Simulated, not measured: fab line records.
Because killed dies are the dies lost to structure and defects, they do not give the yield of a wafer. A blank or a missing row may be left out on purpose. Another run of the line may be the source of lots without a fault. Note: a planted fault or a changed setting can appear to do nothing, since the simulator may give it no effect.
Comparing a struck lot with a sound one + flow sky130 + 23 out of 708 route steps
Sound: these wafers, L986.2, L986.4, L986.6. Wafers struck: L997.4, L997.5, L997.6. The cause is named last.
Per side, at each step with rows, come the tool, then ch with its chambers, and then its first start. Under that, the readings that differ: sound wafers + struck wafers + difference of the means + sigmas: that difference in standard deviations of wafers without a fault.
alike: readings whose means differ by less than 2 such deviations, and words and numbers that are the same on both sides. not compared: withheld readings, readings that some wafer has no value for, bounds like >300 that may hide the same value, and numbers for which the record gives no deviation and whose values overlap.
A row with sigmas, a row that says differs or no value, or rows on one side alone: a step with any of these is where the two part. Numbers that have no deviation but don't overlap get no sigmas and don't part them. A reading that every wafer of one side lacks parts them only if that side has two wafers or more.

first, 1 step without rows for these wafers: SKY_CAP2M_DEVELOP_11 (develop time 60 s).
SKY_CAP2M_OVL_MEAS_12:
  struck on overlay-02, day 46 14:33; sound on overlay-01, day 43 16:01
  alike: CAP2M_OVL
SKY_CAP2M_METAL_ETCH_13: etches TiN in Cl2/BCl3, stops on SiO2, target depth 220 nm, time 62.9 s.
  sound on rie_metal-04 ch 0, day 43 16:03; struck on rie_metal-02 ch 0,1, day 46 14:36
| reading                        | sound                | struck            | difference | sigmas |
|--------------------------------|----------------------|-------------------|------------|--------|
| chamber_pressure_mTorr (mTorr) | 10.011 10.014 10.003 | 9.992 9.995 9.981 | -0.020     | -2     |
  alike: drypump_motor_current_A, oes_product_au, throttle_valve_pct
  not compared: rf_hours_counter_h
SKY_CAP2M_STRIP_14: strips in O2/N2.
  sound on plasma_asher-03 ch 0,1, day 43 16:07; struck on plasma_asher-02 ch 0,1, day 46 14:41
  alike: chamber_pressure_mTorr, drypump_motor_current_A, oes_product_au, strip_time_to_endpoint_s
  not compared: rf_hours_counter_h
then, 8 steps without rows for these wafers: SKY_CAP2M_STRIP_15 (strips in post etch residue remover, time 1200 s); SKY_CAP2M_CLEAN_16 (cleans in IPA, time 180 s); SKY_CAP2M_CLEAN_17 (cleans in O3/DIW); SKY_METAL4_DEHYDRATE_05 (time 60 s); SKY_METAL4_HMDS_06 (prime time 60 s); SKY_METAL4_COAT_07 (resist thk 60 nm); SKY_METAL4_COAT_08 (resist thk 1140 nm); SKY_METAL4_SOFTBAKE_09 (time 90 s).
SKY_METAL4_EXPOSE_10: exposes mask MM4, target cd 300 nm.
  sound on krf_scanner-01 ch 0, day 44 03:43; struck on krf_scanner-01 ch 0, day 47 01:37
  alike: mask, stage_vel_mm_s
then, 2 steps without rows for these wafers: SKY_METAL4_PEB_11; SKY_METAL4_DEVELOP_12 (develop time 60 s).
SKY_METAL4_CD_MEAS_13: the cd target is 300 nm.
  struck on cd_sem-02, day 47 11:37; sound on cd_sem-02, day 44 14:49
| reading    | sound             | struck            | difference | sigmas |
|------------|-------------------|-------------------|------------|--------|
| cd_nm (nm) | 301.0 299.9 299.4 | 197.9 264.0 141.0 | -99.1      | -62    |
SKY_METAL4_OVL_MEAS_14:
  struck on overlay-02, day 47 11:42; sound on overlay-01, day 44 14:55
  alike: METAL4_OVL
SKY_METAL4_DESCUM_15: chemistry O2, time 8 s.
  sound on rie_metal-03 ch 0,1, day 44 14:57; struck on rie_metal-02 ch 0,1, day 47 11:44
| reading                     | sound             | struck            | difference | sigmas |
|-----------------------------|-------------------|-------------------|------------|--------|
| drypump_motor_current_A (A) | 6.5 6.5 5.6       | 5.1 5.1 5.3       | -1.0       | -2     |
| model.METAL4.cd_nm (nm)     | 301.1 299.9 299.2 | 197.4 263.2 140.9 | -99.6      |        |
  alike: chamber_pressure_mTorr, oes_product_au
  not compared: rf_hours_counter_h
SKY_METAL4_ETCH_16: etches BARC in N2/H2, stops on SiO2, time 88.2 s, target depth 60 nm.
  sound on rie_metal-03 ch 0,1, day 44 14:59; struck on rie_metal-02 ch 0,1, day 47 11:47
| reading                     | sound       | struck      | difference | sigmas |
|-----------------------------|-------------|-------------|------------|--------|
| drypump_motor_current_A (A) | 6.5 6.5 5.5 | 5.1 5.0 5.3 | -1.0       | -2     |
  alike: chamber_pressure_mTorr, oes_product_au, throttle_valve_pct
  not compared: rf_hours_counter_h
SKY_METAL4_ETCH_17: etches SiO2 in C4F8/O2/Ar, stops on TiN, time 3.9 s, target depth 15 nm.
  sound on rie_diel-02 ch 0,1,3, day 44 15:05; struck on rie_diel-02 ch 0,1,2, day 47 11:51
  alike: chamber_pressure_mTorr, oes_product_au
  not compared: rf_hours_counter_h
SKY_METAL4_METAL_ETCH_18: etches the open film in Cl2/BCl3, stops on SiO2, target depth 845 nm, time 183.1 s.
  sound on rie_metal-02 ch 0,1, day 44 15:06; struck on rie_metal-03 ch 0,1, day 47 11:56
| reading                 | sound             | struck            | difference | sigmas |
|-------------------------|-------------------|-------------------|------------|--------|
| oes_product_au (a.u.)   | 0.878 0.885 0.879 | 0.867 0.868 0.862 | -0.015     | -2     |
| model.METAL4.cd_nm (nm) | 304.3 306.7 299.6 | 203.9 265.8 149.1 | -97.3      |        |
  alike: chamber_pressure_mTorr, drypump_motor_current_A, throttle_valve_pct
  not compared: rf_hours_counter_h
SKY_METAL4_STRIP_19: strips in O2/N2.
  sound on plasma_asher-01 ch 1, day 44 15:17; struck on plasma_asher-03 ch 0,1, day 47 12:05
  alike: chamber_pressure_mTorr, drypump_motor_current_A, oes_product_au, strip_time_to_endpoint_s
  not compared: rf_hours_counter_h
-- the record jumps here: 3 days lie between the struck wafers' starts before and after (it left off in module METAL4 and takes up again in module PAD_OPEN, whose first step shown is number 708 of the route) --
SKY_PAD_OPEN_PROBE_99:
  rows exist in the record for the struck wafers here (prober-02, day 50 16:43), but not for the sound ones

## WHERE THEY PART
Earliest at SKY_CAP2M_METAL_ETCH_13; latest, in this record, at SKY_PAD_OPEN_PROBE_99.

WHY: what had been put in by the simulator
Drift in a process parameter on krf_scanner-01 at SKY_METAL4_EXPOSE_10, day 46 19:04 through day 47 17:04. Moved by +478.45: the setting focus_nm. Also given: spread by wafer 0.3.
